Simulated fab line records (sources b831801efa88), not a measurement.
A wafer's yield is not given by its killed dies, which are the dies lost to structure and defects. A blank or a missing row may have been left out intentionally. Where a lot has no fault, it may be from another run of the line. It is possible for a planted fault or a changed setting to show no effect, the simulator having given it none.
What tool caused it?	flow gf180mcu	42 wafers from 14 lots sampled at 5 of the route's 602 steps

## WHAT EACH GAUGE READ, for each wafer
GF_V1_CD_MEAS_14: target cd 260 nm. Usual: cd nm reads 260.1 nm (standard deviation 1.3).
lot	measured	on	cd nm (nm)	flag
L809	day 18 02:41	cd sem-01	259.5 259.7 258.9	
L810	day 18 13:03	cd sem-02	258.9 260.0 259.1	
L811	day 19 10:30	cd sem-01	261.7 261.2 262.7	
L812	day 19 13:38	cd sem-02	260.2 260.0 260.9	
L816	day 21 00:46	cd sem-01	261.8 260.2 261.1	
L817	day 21 04:37	cd sem-02	262.6 261.3 261.1	
L824	day 23 20:59	cd sem-02	260.1 259.4 260.6	
L826	day 24 13:43	cd sem-02	260.8 260.4 259.9	
L827	day 25 00:40	cd sem-01	261.2 260.1 261.1	
L828	day 25 12:30	cd sem-01	258.7 259.3 259.1	
L829	day 25 14:08	cd sem-01	260.8 259.6 260.6	
L830	day 25 16:29	cd sem-01	260.9 263.1 261.5	
L831	day 26 06:38	cd sem-01	260.4 260.8 260.2	
L832	day 26 15:49	cd sem-01	258.6 259.9 258.6	

GF_V2_THK_MEAS_03. Usual: for V2_CVD_02_THK the level is 850 nm and the standard deviation is 11.
lot	measured	on	V2_CVD_02_THK (nm)	flag
L809	day 19 05:30	film metro-04	846 856 866	
L810	day 19 16:54	film metro-01	842 847 849	
L811	day 20 13:30	film metro-02	828 837 850	
L812	day 20 16:30	film metro-01	860 838 847	
L816	day 22 03:18	film metro-04	268 846 869 268 846 868	OFF
L817	day 22 06:59	film metro-04	275 861 849 275 860 848	OFF
L824	day 24 21:44	film metro-04	840 855 861	
L826	day 25 14:04	film metro-01	839 859 866	
L827	day 26 01:02	film metro-01	830 845 847	
L828	day 26 12:24	film metro-04	843 854 861	
L829	day 26 15:13	film metro-04	855 849 860	
L830	day 26 16:25	film metro-04	847 863 860	
L831	day 27 06:32	film metro-01	835 835 862	
L832	day 27 14:53	film metro-04	849 837 858	

## WHICH TOOL RAN EACH LOT (tool, then ch and the chambers of the sampled wafers, then the start)
lot	GF_V1_ETCH_16	GF_V1_STRIP_18	GF_V2_CVD_02
L809	rie diel-02 ch 0,1,2, day 18 02:50	plasma asher-04 ch 0,1, day 18 02:58	pecvd-02 ch 0,1,2, day 19 05:25
L810	rie diel-01 ch 0,2,3, day 18 13:10	plasma asher-04 ch 0,1, day 18 13:20	pecvd-02 ch 0,1,2, day 19 16:49
L811	rie diel-04 ch 0,3, day 19 10:40	plasma asher-03 ch 1, day 19 10:47	pecvd-03 ch 0,1,2, day 20 13:26
L812	rie diel-02 ch 2,3, day 19 13:44	plasma asher-04 ch 0,1, day 19 13:53	pecvd-03 ch 0,1,2, day 20 16:26
L816	rie diel-01 ch 0,1,3, day 21 00:55	plasma asher-03 ch 0,1, day 21 01:03	pecvd-02 ch 0,1,2, day 22 03:14
L817	rie diel-04 ch 2,3, day 21 04:44	plasma asher-03 ch 0,1, day 21 04:53	pecvd-02 ch 0,2, day 22 06:54
L824	rie diel-04 ch 0,3, day 23 21:07	plasma asher-02 ch 0,1, day 23 21:15	pecvd-01 ch 1,2, day 24 21:40
L826	rie diel-01 ch 0,3, day 24 13:51	plasma asher-04 ch 0,1, day 24 13:59	pecvd-01 ch 0,2, day 25 13:59
L827	rie diel-02 ch 0,1,3, day 25 00:47	plasma asher-04 ch 0,1, day 25 00:56	pecvd-02 ch 0,1, day 26 00:57
L828	rie diel-01 ch 0,2,3, day 25 12:39	plasma asher-04 ch 0,1, day 25 12:47	pecvd-02 ch 0,2, day 26 12:20
L829	rie diel-04 ch 1,3, day 25 14:17	plasma asher-04 ch 0,1, day 25 14:25	pecvd-03 ch 0,2, day 26 15:09
L830	rie diel-02 ch 0,1, day 25 16:38	plasma asher-04 ch 0, day 25 16:46	pecvd-02 ch 1,2, day 26 16:20
L831	rie diel-02 ch 0,3, day 26 06:47	plasma asher-03 ch 0,1, day 26 06:58	pecvd-02 ch 0,1,2, day 27 06:28
L832	rie diel-04 ch 0,1,2, day 26 15:57	plasma asher-02 ch 0, day 26 16:05	pecvd-01 ch 0,1, day 27 14:49
- GF_V1_ETCH_16: etches BARC in N2/H2.
- GF_V1_STRIP_18: strips in O2/N2.
- GF_V2_CVD_02: deposits SiO2 from TEOS, target thk 850 nm, time 94.851 s.

## WHAT THE TOOLS THEMSELVES READ (means of the sampled wafers that have a number; where no wafer has one, the mark that the record gives instead)
GF_V1_ETCH_16. Usual: bias w 100.0 W, standard deviation 0.3; chamber pressure mTorr 29.995 mTorr, standard deviation 0.025; drypump motor current A 5.5 A, standard deviation 0.46; h2 flow sccm 199.9 sccm, standard deviation 0.58; oes product au 0.855 a.u., standard deviation 0.0049; throttle valve pct 13.226 %, standard deviation 0.0091.
lot	tool	bias w (W)	chamber pressure mTorr (mTorr)	drypump motor current A (A)	h2 flow sccm (sccm)	oes product au (a.u.)	throttle valve pct (%)	flag
L809	rie diel-02	100.0	29.995	5.6	199.8	0.854	13.232	
L810	rie diel-01	100.1	29.981	5.5	199.8	0.853	13.229	
L811	rie diel-04	100.0	29.994	6.4	200.3	0.854	13.215	
L812	rie diel-02	99.8	29.984	5.2	200.2	0.853	13.223	
L816	rie diel-01	100.0	29.986	5.4	199.5	0.851	13.233	
L817	rie diel-04	99.9	29.984	6.0	200.1	0.860	13.223	
L824	rie diel-04	100.1	29.983	6.4	200.0	0.855	13.239	
L826	rie diel-01	99.7	30.012	5.5	200.2	0.852	13.223	
L827	rie diel-02	100.0	30.010	5.6	199.8	0.853	13.229	
L828	rie diel-01	100.1	29.990	5.5	200.5	0.857	13.226	
L829	rie diel-04	100.3	29.969	5.4	200.2	0.854	13.223	
L830	rie diel-02	99.9	30.007	5.8	200.3	0.857	13.230	
L831	rie diel-02	100.0	29.991	5.7	199.6	0.856	13.224	
L832	rie diel-04	99.8	30.003	5.6	199.7	0.853	13.229	

GF_V1_STRIP_18. Usual: chamber pressure mTorr 1499.8 mTorr, standard deviation 1.4; drypump motor current A 5.5 A, standard deviation 0.38; heater power w 354 W, standard deviation 67; oes product au 0.593 a.u., standard deviation 0.0043.
lot	tool	chamber pressure mTorr (mTorr)	drypump motor current A (A)	heater power w (W)	oes product au (a.u.)	flag
L809	plasma asher-04	1499.2	5.5	358	0.592	
L810	plasma asher-04	1501.6	5.5	364	0.594	
L811	plasma asher-03	1499.6	6.3	328	0.590	
L812	plasma asher-04	1499.4	5.3	407	0.596	
L816	plasma asher-03	1499.7	6.1	323	0.592	
L817	plasma asher-03	1499.9	5.9	318	0.594	
L824	plasma asher-02	1501.6	5.3	304	0.593	
L826	plasma asher-04	1498.9	5.5	358	0.594	
L827	plasma asher-04	1500.7	5.5	355	0.594	
L828	plasma asher-04	1500.0	5.3	413	0.591	
L829	plasma asher-04	1499.3	5.5	359	0.583	
L830	plasma asher-04	1500.5	5.6	309	0.594	
L831	plasma asher-03	1499.0	6.1	321	0.591	
L832	plasma asher-02	1500.4	5.4	317	0.592	

GF_V2_CVD_02. Usual: heater power w reads 578 W (standard deviation 72).
lot	tool	heater power w (W)	flag
L809	pecvd-02	552	
L810	pecvd-02	542	
L811	pecvd-03	644	
L812	pecvd-03	653	
L816	pecvd-02	588	
L817	pecvd-02	498	
L824	pecvd-01	640	
L826	pecvd-01	590	
L827	pecvd-02	592	
L828	pecvd-02	514	
L829	pecvd-03	536	
L830	pecvd-02	602	
L831	pecvd-02	544	
L832	pecvd-01	619	

## THE ANSWER, worked out from the rows above alone
Rule: a lot counts as off when the mean over its wafers that have a number is more than 3 standard deviations away from the usual mean. A lot without any number at a reading at which 4 lots or more have one is off too. Any other lot the step has rows for is counted as sound. The gauges are gone through in route order, then the tools' own readings, and for those a lot's mean is taken as printed above. At the first step where some lot is off, the reading lying furthest off is the one used; lots without a number count as furthest.
Off: L816, L817, at GF_V2_THK_MEAS_03 (V2_CVD_02_THK).
A tool fits if, at a process step before that reading, it ran every lot that is off, and no sound lot after the first of them. The gauges at GF_V2_THK_MEAS_03 are tried like those tools. Of those tried, none fits.

## WHAT WAS PUT IN BY THE SIMULATOR
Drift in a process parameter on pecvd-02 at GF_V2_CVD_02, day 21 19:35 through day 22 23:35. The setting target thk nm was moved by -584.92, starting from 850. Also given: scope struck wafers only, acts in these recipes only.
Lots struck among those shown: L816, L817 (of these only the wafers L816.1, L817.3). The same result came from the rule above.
